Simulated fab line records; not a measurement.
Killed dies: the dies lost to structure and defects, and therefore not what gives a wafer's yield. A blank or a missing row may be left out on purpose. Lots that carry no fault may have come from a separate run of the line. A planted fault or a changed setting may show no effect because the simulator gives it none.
Comparing a struck lot with a sound one -- flow sfqLine -- 17 out of 325 route steps
Sound: the wafers L469.2, L469.3, L469.5. Struck: wafer L479.5. (L479.2, L479.6 of the same lot were not struck and are left out.) The cause comes at the end.
Per side, at each step with rows, come the tool, then ch with its chambers, and then its first start. Under that, the readings that differ: sound wafers -- struck wafers -- difference of the means -- sigmas: that difference in standard deviations of wafers without a fault.
alike: same words and numbers on both sides, and readings whose means sit less than 2 such deviations apart. not compared: any withheld reading, any reading some wafer has no value for, any bound like >300 that may hide the same value, and any number with overlapping values for which the record gives no deviation.
Wherever a step has rows on one side only, a row that says differs or no value, or a row with sigmas, the two part there. When numbers do not overlap yet have no deviation, they are printed without sigmas and do not part them. A reading that every wafer of one side lacks parts them only if that side has two wafers or more.

first, 4 steps without rows for these wafers: SFQ_TRILAYER_M5_LITHO_SOFTBAKE_127; SFQ_TRILAYER_M5_LITHO_EXPOSE_124 (exposes mask M5, target cd 700 nm); SFQ_TRILAYER_M5_LITHO_PEB_126 (peb time 60 s); SFQ_TRILAYER_M5_LITHO_DEVELOP_125 (time 60 s).
SFQ_M5_OVL_MEAS_932:
  sound: overlay-01 at day 57 19:35; struck: overlay-01 at day 61 14:50
  alike: M5_OVL
then, 1 step without rows for these wafers: SFQ_TRILAYER_M5_BARC_OPEN_METAL_ETCH_161 (etches BARC in O2, target depth 125 nm, time 41.7 s).
SFQ_TRILAYER_M5_ETCH_METAL_ETCH_126: etches Nb in Cl2/BCl3, stops on SiO2, time 203.2 s, target depth 265 nm.
  sound on rieMetal-01 ch 0,1, day 57 19:41; struck on rieMetal-03 ch 0, day 61 15:02
  alike: drypumpMotorCurrentA, oesProductAu
  not compared: rfHoursCounterH
SFQ_TRILAYER_M5_STRIP_STRIP_127: strips in O2.
  sound on rieMetal-01 ch 0,1, day 57 19:52; struck on rieMetal-03 ch 0, day 61 15:34
  alike: drypumpMotorCurrentA, oesProductAu
  not compared: rfHoursCounterH
then, 2 steps without rows for these wafers: SFQ_TRILAYER_M5_STRIP_SOLV_CLEAN_128 (cleans in NMP, time 600 s); SFQ_TRILAYER_A5B_DEP_PECVD_129 (deposits SiO2 from SiH4/N2O, time 133.33 s, target thk 600 nm).
SFQ_TRILAYER_A5B_CMP_CMP_130: polishes, stops on Nb, target thk 340.7 nm.
  sound on cmp-02 ch 0,2, day 57 21:14; struck on cmp-01 ch 0, day 61 18:50
  alike: motorCurrentA
SFQ_TRILAYER_A5B_METRO_MEASURE_131:
  sound: filmMetro-04 at day 57 23:56; struck: filmMetro-02 at day 61 20:02
  alike: thkNm
SFQ_TRILAYER_R5_DEP_SPUTTER_132: material Ti, target thk 5 nm, time 5 s.
  sound: pvdSputter-03 at day 58 00:56; struck: pvdSputter-03 at day 61 21:02
reading,sound,struck,difference,sigmas
model.Ti_of_TRILAYER_R5_DEP_SPUTTER_132.thkNm (nm),5.081 5.118 5.027,2.037,-3.038,
  alike: throttleValvePct
then, 1 step without rows for these wafers: SFQ_TRILAYER_R5_DEP_SPUTTER_133 (material MoNx, target thk 40 nm, time 66.7 s).
SFQ_TRILAYER_R5_DEP_SPUTTER_134: material Ti, target thk 5 nm, time 5 s.
  sound: pvdSputter-03 at day 58 01:01; struck: pvdSputter-03 at day 61 21:06
  alike: throttleValvePct
SFQ_R5_RS_MEAS_933: measures by four-point-probe.
  sound: filmMetro-01 at day 58 01:03; struck: filmMetro-04 at day 61 21:26
reading,sound,struck,difference,sigmas
R5_MONX_RS (ohm/sq),6.99 6.96 6.97,7.33,+0.36,+5
  not compared: hold
SFQ_R5_THK_MEAS_934: measures by xrf.
  sound: filmMetro-01 at day 58 01:10; struck: filmMetro-04 at day 61 23:49
reading,sound,struck,difference,sigmas
hold,- - -,awaitDispo/2.3h/release,no value on the sound wafers,
  alike: R5_MONX_THK

== WHERE THEY PART ==
First at SFQ_R5_RS_MEAS_933; last, within this record, at SFQ_R5_THK_MEAS_934.

WHY: whatever the simulator had introduced
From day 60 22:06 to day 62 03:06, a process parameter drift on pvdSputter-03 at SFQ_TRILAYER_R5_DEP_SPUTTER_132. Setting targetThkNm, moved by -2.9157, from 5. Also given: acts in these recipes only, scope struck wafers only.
